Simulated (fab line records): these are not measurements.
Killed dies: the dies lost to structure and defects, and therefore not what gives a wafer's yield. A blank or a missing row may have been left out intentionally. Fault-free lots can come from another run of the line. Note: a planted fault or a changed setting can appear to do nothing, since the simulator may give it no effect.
What tool caused it? + flow gf180mcu + 13 lots, 39 wafers sampled, at 4 steps of a route of 602

== WHAT THE GAUGES READ, wafer by wafer ==
GF_STI_THK_MEAS_22.
| lot  | measured    | on            | STI_OXIDATION_01_THK (nm) |
|------|-------------|---------------|---------------------------|
| L855 | day 2 03:28 | film_metro-02 | 15.3 15.4 15.2            |
| L856 | day 2 08:56 | film_metro-02 | 15.1 15.2 15.5            |
| L857 | day 2 15:39 | film_metro-02 | 14.6 14.6 14.6            |
| L858 | day 2 18:43 | film_metro-02 | 15.2 15.1 15.2            |
| L859 | day 2 23:35 | film_metro-03 | 15.6 15.5 15.5            |
| L860 | day 3 04:46 | film_metro-02 | 15.0 15.0 15.0            |
| L862 | day 3 16:22 | film_metro-02 | 15.2 14.7 15.1            |
| L866 | day 4 17:07 | film_metro-02 | 15.1 15.2 15.3            |
| L868 | day 5 08:05 | film_metro-03 | 15.0 14.8 15.1            |
| L870 | day 5 16:05 | film_metro-02 | 15.4 15.2 15.3            |
| L872 | day 6 04:04 | film_metro-04 | 15.1 15.1 14.9            |
| L874 | day 6 12:40 | film_metro-03 | 14.8 15.2 15.2            |
| L876 | day 6 21:40 | film_metro-02 | 14.4 14.6 14.4            |

GF_DNWELL_TW_MEAS_09.
| lot  | measured    | on            | DNWELL_TW      |
|------|-------------|---------------|----------------|
| L855 | day 2 19:01 | film_metro-02 | 1361 1369 1366 |
| L856 | day 2 23:56 | film_metro-04 | 1362 1368 1364 |
| L857 | day 3 07:55 | film_metro-02 | 1347 1349 1350 |
| L858 | day 3 10:32 | film_metro-02 | 1345 1350 1350 |
| L859 | day 3 15:02 | film_metro-02 | 1353 1360 1367 |
| L860 | day 3 20:38 | film_metro-04 | 1355 1347 1353 |
| L862 | day 4 08:53 | film_metro-02 | 1346 1348 1347 |
| L866 | day 5 16:21 | film_metro-02 | 1345 1340 1346 |
| L868 | day 6 03:59 | film_metro-02 | 1064 1059 1061 |
| L870 | day 6 13:43 | film_metro-01 | 1060 1062 1064 |
| L872 | day 7 01:56 | film_metro-02 | 1370 1368 1358 |
| L874 | day 7 09:07 | film_metro-04 | 1357 1351 1358 |
| L876 | day 7 16:59 | film_metro-02 | 1363 1358 1360 |

GF_NSD_OVL_MEAS_08.
| lot  | measured     | on         | NSD_OVL (nm)   |
|------|--------------|------------|----------------|
| L855 | day 13 01:53 | overlay-01 | -2.9 -1.2 -1.6 |
| L856 | day 13 05:51 | overlay-01 | -3.9 -3.6 -2.5 |
| L857 | day 13 14:53 | overlay-02 | -0.9 -0.4 -1.3 |
| L858 | day 14 04:23 | overlay-02 | -1.8 0.1 -1.9  |
| L859 | day 14 06:42 | overlay-01 | 0.0 0.4 0.4    |
| L860 | day 14 13:08 | overlay-02 | 0.2 0.8 -1.5   |
| L862 | day 15 11:24 | overlay-01 | 0.1 -0.5 -0.6  |
| L866 | day 17 16:54 | overlay-02 | -1.3 -0.4 -1.2 |
| L868 | day 18 09:41 | overlay-01 | 0.4 0.4 0.9    |
| L870 | day 19 07:29 | overlay-02 | -0.9 -0.8 -1.2 |
| L872 | day 20 01:26 | overlay-02 | 0.4 0.6 -0.4   |
| L874 | day 20 08:32 | overlay-01 | -1.8 -1.4 -1.6 |
| L876 | day 21 00:12 | overlay-01 | -1.5 -2.2 -2.5 |

== WHICH TOOL RAN EACH LOT (tool, then ch and the chambers of the sampled wafers, then the start) ==
| lot  | GF_DNWELL_IMPLANT_07           |
|------|--------------------------------|
| L855 | implanter-04 ch 0, day 2 18:46 |
| L856 | implanter-04 ch 0, day 2 23:41 |
| L857 | implanter-04 ch 0, day 3 07:40 |
| L858 | implanter-03 ch 0, day 3 10:17 |
| L859 | implanter-04 ch 0, day 3 14:49 |
| L860 | implanter-03 ch 0, day 3 20:22 |
| L862 | implanter-04 ch 0, day 4 08:38 |
| L866 | implanter-04 ch 0, day 5 16:08 |
| L868 | implanter-04 ch 0, day 6 03:44 |
| L870 | implanter-04 ch 0, day 6 13:29 |
| L872 | implanter-01 ch 0, day 7 01:41 |
| L874 | implanter-03 ch 0, day 7 08:53 |
| L876 | implanter-01 ch 0, day 7 16:47 |
- GF_DNWELL_IMPLANT_07

== AS READ BY THE TOOLS THEMSELVES (means over the sampled wafers that have a number; for cases with no such wafer, the mark the record gives instead) ==
GF_DNWELL_IMPLANT_07.
| lot  | tool         | dose_ions_cm2 | faraday_current_uA |
|------|--------------|---------------|--------------------|
| L855 | implanter-04 | 1.0011e+13    | 57.0               |
| L856 | implanter-04 | 1.0009e+13    | 56.1               |
| L857 | implanter-04 | 9.9950e+12    | 56.1               |
| L858 | implanter-03 | 9.9987e+12    | 56.4               |
| L859 | implanter-04 | 9.9980e+12    | 57.0               |
| L860 | implanter-03 | 1.0023e+13    | 56.5               |
| L862 | implanter-04 | 1.0004e+13    | 56.8               |
| L866 | implanter-04 | 9.9917e+12    | 56.7               |
| L868 | implanter-04 | 4.7303e+12    | 27.0               |
| L870 | implanter-04 | 4.7300e+12    | 27.0               |
| L872 | implanter-01 | 9.9923e+12    | 56.9               |
| L874 | implanter-03 | 1.0002e+13    | 54.2               |
| L876 | implanter-01 | 1.0008e+13    | 56.6               |

== THE ANSWER, worked out from the rows above alone ==
Rule: the lots themselves supply what counts as usual. Put in order of their means at a reading, lots are off if they are a third of the lots or fewer, leave a main group of 4 or more, and stand apart from it by a gap of 3 or more times the standard deviation of the main group's means; of several such gaps the widest counts. The tables above print the reading to a certain number of digits; a main group whose means all agree to those digits is not used. A lot without any number at a reading at which 4 lots or more have one is off too. Where the step has rows for the other lots, those lots are counted as sound. The gauges are gone through in route order, then the tools' own readings, and for those a lot's mean is taken as printed above. At the first step where some lot is off, the reading lying furthest off is the one used; lots without a number count as furthest.
Off: L868, L870, seen at GF_DNWELL_TW_MEAS_09 (DNWELL_TW). Mean 1355 and standard deviation 7.7 in the main group.
A tool fits if, at a process step before that reading, it ran every lot that is off, and no sound lot after the first of them. The gauges at GF_DNWELL_TW_MEAS_09 aren't tried: what is off there is off at GF_DNWELL_IMPLANT_07 too, on other tools, and a gauge's error can't cause that. One fits: implanter-04 at GF_DNWELL_IMPLANT_07. A fault onset in the window from L866 (day 5 16:08, its last sound lot) to L868 (day 6 03:44, its first lot off) fits.
The tool's own readings at GF_DNWELL_IMPLANT_07 bear it out: on the lots that are off they differ by more than 5 times the standard deviation of the sound lots' means. dose_ions_cm2 reads 4.7302e+12 there against 1.0003e+13 on the sound lots; faraday_current_uA reads 27.0 there against 56.4 on the sound lots.

== WHAT WAS PUT IN BY THE SIMULATOR ==
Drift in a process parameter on implanter-04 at GF_DNWELL_IMPLANT_07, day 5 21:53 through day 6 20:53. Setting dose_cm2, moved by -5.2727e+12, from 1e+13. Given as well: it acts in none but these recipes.
Struck lots among those shown: L868, L870. The same result came from the rule above.
